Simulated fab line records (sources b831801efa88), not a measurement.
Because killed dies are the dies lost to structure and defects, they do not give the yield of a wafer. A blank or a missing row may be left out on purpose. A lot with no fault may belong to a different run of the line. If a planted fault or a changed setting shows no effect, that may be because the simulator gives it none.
What tool caused it? :: flow sky130 :: 37 wafers from 13 lots sampled at 4 of the route's 708 steps

## WHAT EACH GAUGE READ, for each wafer
SKY_SONOS_ONO_CD_MEAS_13: the cd target is 410 nm. Usual: cd nm 410.2 nm, standard deviation 2.7.
lot: L673
measured: day 12 06:37
on: cd sem-02
cd nm (nm): 408.7 410.2 409.9
flag: 

lot: L674
measured: day 13 01:05
on: cd sem-02
cd nm (nm): 409.2 410.2 410.1
flag: 

lot: L675
measured: day 13 13:37
on: cd sem-02
cd nm (nm): 412.1 412.3 410.4
flag: 

lot: L676
measured: day 13 19:17
on: cd sem-01
cd nm (nm): 409.0 409.1 411.1
flag: 

lot: L677
measured: day 14 05:17
on: cd sem-01
cd nm (nm): 405.5 403.3 406.6
flag: 

lot: L678
measured: day 14 11:38
on: cd sem-01
cd nm (nm): 413.0 411.5 412.7
flag: 

lot: L679
measured: day 14 20:23
on: cd sem-01
cd nm (nm): 414.8 415.0 413.0
flag: 

lot: L685
measured: day 17 00:54
on: cd sem-02
cd nm (nm): 412.2
flag: 

lot: L688
measured: day 17 23:17
on: cd sem-02
cd nm (nm): 411.6 411.9 412.1
flag: 

lot: L689
measured: day 18 12:09
on: cd sem-02
cd nm (nm): 408.6 407.0 408.0
flag: 

lot: L692
measured: day 19 02:13
on: cd sem-02
cd nm (nm): 410.7 409.6 410.1
flag: 

lot: L693
measured: day 19 06:31
on: cd sem-02
cd nm (nm): 408.1 406.8 407.3
flag: 

lot: L695
measured: day 20 06:43
on: cd sem-02
cd nm (nm): 414.0 413.9 413.4
flag: 

SKY_LDD_HVP_OVL_MEAS_07. Usual: LDD_HVP_OVL gives 0.6 nm (standard deviation 1.3).
lot: L673
measured: day 21 04:49
on: overlay-02
LDD_HVP_OVL (nm): 0.8 1.4 0.9
flag: 

lot: L674
measured: day 21 22:25
on: overlay-01
LDD_HVP_OVL (nm): 1.4 1.4 1.3
flag: 

lot: L675
measured: day 22 13:39
on: overlay-02
LDD_HVP_OVL (nm): -0.2 1.4 1.3
flag: 

lot: L676
measured: day 22 21:14
on: overlay-01
LDD_HVP_OVL (nm): -0.9 -1.2 -0.5
flag: 

lot: L677
measured: day 23 04:08
on: overlay-01
LDD_HVP_OVL (nm): 1.6 0.4 1.5
flag: 

lot: L678
measured: day 23 14:47
on: overlay-01
LDD_HVP_OVL (nm): 0.3 1.1 0.8
flag: 

lot: L679
measured: day 23 23:47
on: overlay-01
LDD_HVP_OVL (nm): 0.4 0.4 0.6
flag: 

lot: L685
measured: day 26 05:07
on: overlay-01
LDD_HVP_OVL (nm): -1.5
flag: 

lot: L688
measured: day 27 07:37
on: overlay-01
LDD_HVP_OVL (nm): -0.1 0.8 -0.2
flag: 

lot: L689
measured: day 27 17:37
on: overlay-02
LDD_HVP_OVL (nm): 0.6 2.5 1.7
flag: 

lot: L692
measured: day 28 07:58
on: overlay-02
LDD_HVP_OVL (nm): 1.1 -0.7 0.9
flag: 

lot: L693
measured: day 28 15:47
on: overlay-01
LDD_HVP_OVL (nm): 1.4 1.9 1.5
flag: 

lot: L695
measured: day 29 07:26
on: overlay-02
LDD_HVP_OVL (nm): 0.3 1.0 2.6
flag: 

SKY_SPACER_THK_MEAS_01. Usual: SPACER_CVD_00_THK gives 43.3 nm (standard deviation 0.43).
lot: L673
measured: day 22 14:07
on: film metro-02
SPACER_CVD_00_THK (nm): 43.2 43.1 43.1
flag: 

lot: L674
measured: day 23 06:12
on: film metro-01
SPACER_CVD_00_THK (nm): 43.5 43.7 43.2
flag: 

lot: L675
measured: day 23 21:48
on: film metro-03
SPACER_CVD_00_THK (nm): 43.8 43.4 43.4
flag: 

lot: L676
measured: day 24 05:25
on: film metro-02
SPACER_CVD_00_THK (nm): 43.9 43.9 43.5
flag: 

lot: L677
measured: day 24 12:13
on: film metro-03
SPACER_CVD_00_THK (nm): 43.4 43.2 43.2
flag: 

lot: L678
measured: day 24 22:48
on: film metro-03
SPACER_CVD_00_THK (nm): 44.0 44.0 44.0
flag: 

lot: L679
measured: day 25 08:08
on: film metro-02
SPACER_CVD_00_THK (nm): 43.9 43.7 44.0
flag: 

lot: L685
measured: day 27 12:07
on: film metro-03
SPACER_CVD_00_THK (nm): 43.1
flag: 

lot: L688
measured: day 28 15:54
on: film metro-02
SPACER_CVD_00_THK (nm): 42.8 43.4 42.7
flag: 

lot: L689
measured: day 29 00:44
on: film metro-01
SPACER_CVD_00_THK (nm): 42.7 42.6 42.8
flag: 

lot: L692
measured: day 29 15:04
on: film metro-03
SPACER_CVD_00_THK (nm): 43.4 42.9 43.2
flag: 

lot: L693
measured: day 29 22:28
on: film metro-03
SPACER_CVD_00_THK (nm): 43.6 43.9 43.4
flag: 

lot: L695
measured: day 30 14:38
on: film metro-03
SPACER_CVD_00_THK (nm): 42.6 42.6 42.8
flag: 

## TOOL THAT RAN EACH LOT (tool first, then ch and the chambers of the sampled wafers, then the start)
lot: L673
SKY_LDD_HVN_IMPLANT_08: implanter-03 ch 0, day 19 21:49

lot: L674
SKY_LDD_HVN_IMPLANT_08: implanter-03 ch 0, day 20 16:03

lot: L675
SKY_LDD_HVN_IMPLANT_08: implanter-01 ch 0, day 21 06:31

lot: L676
SKY_LDD_HVN_IMPLANT_08: implanter-03 ch 0, day 21 14:25

lot: L677
SKY_LDD_HVN_IMPLANT_08: implanter-03 ch 0, day 21 22:01

lot: L678
SKY_LDD_HVN_IMPLANT_08: implanter-03 ch 0, day 22 08:22

lot: L679
SKY_LDD_HVN_IMPLANT_08: implanter-03 ch 0, day 22 17:21

lot: L685
SKY_LDD_HVN_IMPLANT_08: implanter-03 ch 0, day 25 00:17

lot: L688
SKY_LDD_HVN_IMPLANT_08: implanter-01 ch 0, day 26 02:51

lot: L689
SKY_LDD_HVN_IMPLANT_08: implanter-01 ch 0, day 26 12:46

lot: L692
SKY_LDD_HVN_IMPLANT_08: implanter-04 ch 0, day 27 02:46

lot: L693
SKY_LDD_HVN_IMPLANT_08: implanter-03 ch 0, day 27 11:45

lot: L695
SKY_LDD_HVN_IMPLANT_08: implanter-01 ch 0, day 28 03:33
- SKY_LDD_HVN_IMPLANT_08

## AS READ BY THE TOOLS THEMSELVES (means over the sampled wafers that have a number; for cases with no such wafer, the mark the record gives instead)
SKY_LDD_HVN_IMPLANT_08. Usual: beam on s 9.99 s, standard deviation 0.22; faraday current uA 169, standard deviation 3.7.
lot: L673
tool: implanter-03
beam on s (s): 10.12
faraday current uA: 166
flag: 

lot: L674
tool: implanter-03
beam on s (s): 9.92
faraday current uA: 171
flag: 

lot: L675
tool: implanter-01
beam on s (s): 10.09
faraday current uA: 167
flag: 

lot: L676
tool: implanter-03
beam on s (s): 9.99
faraday current uA: 169
flag: 

lot: L677
tool: implanter-03
beam on s (s): 10.04
faraday current uA: 169
flag: 

lot: L678
tool: implanter-03
beam on s (s): 10.00
faraday current uA: 169
flag: 

lot: L679
tool: implanter-03
beam on s (s): 10.08
faraday current uA: 168
flag: 

lot: L685
tool: implanter-03
beam on s (s): 11.43
faraday current uA: 148
flag: OFF

lot: L688
tool: implanter-01
beam on s (s): 9.89
faraday current uA: 171
flag: 

lot: L689
tool: implanter-01
beam on s (s): 9.94
faraday current uA: 170
flag: 

lot: L692
tool: implanter-04
beam on s (s): 10.06
faraday current uA: 169
flag: 

lot: L693
tool: implanter-03
beam on s (s): 10.22
faraday current uA: 166
flag: 

lot: L695
tool: implanter-01
beam on s (s): 10.01
faraday current uA: 169
flag: 

## THE ANSWER, worked out from the rows above alone
Rule: a lot is off if the mean of its wafers that have a number lies more than 3 standard deviations from the usual mean. Also off: a lot with no number at a reading for which 4 or more lots have one. Where the step has rows for the other lots, those lots are counted as sound. Order of review: gauges by route order, followed by the tools' own readings, for which a lot's mean as printed above is used. At the first step where some lot is off, the reading lying furthest off is the one used; lots without a number count as furthest.
Off, at SKY_LDD_HVN_IMPLANT_08 on beam on s: L685.
If a tool, at that step or one of the process steps before it, ran each lot that is off and ran no sound lot following the first of them, it fits. No candidate that was tried fits.

## WHAT WAS PUT IN BY THE SIMULATOR
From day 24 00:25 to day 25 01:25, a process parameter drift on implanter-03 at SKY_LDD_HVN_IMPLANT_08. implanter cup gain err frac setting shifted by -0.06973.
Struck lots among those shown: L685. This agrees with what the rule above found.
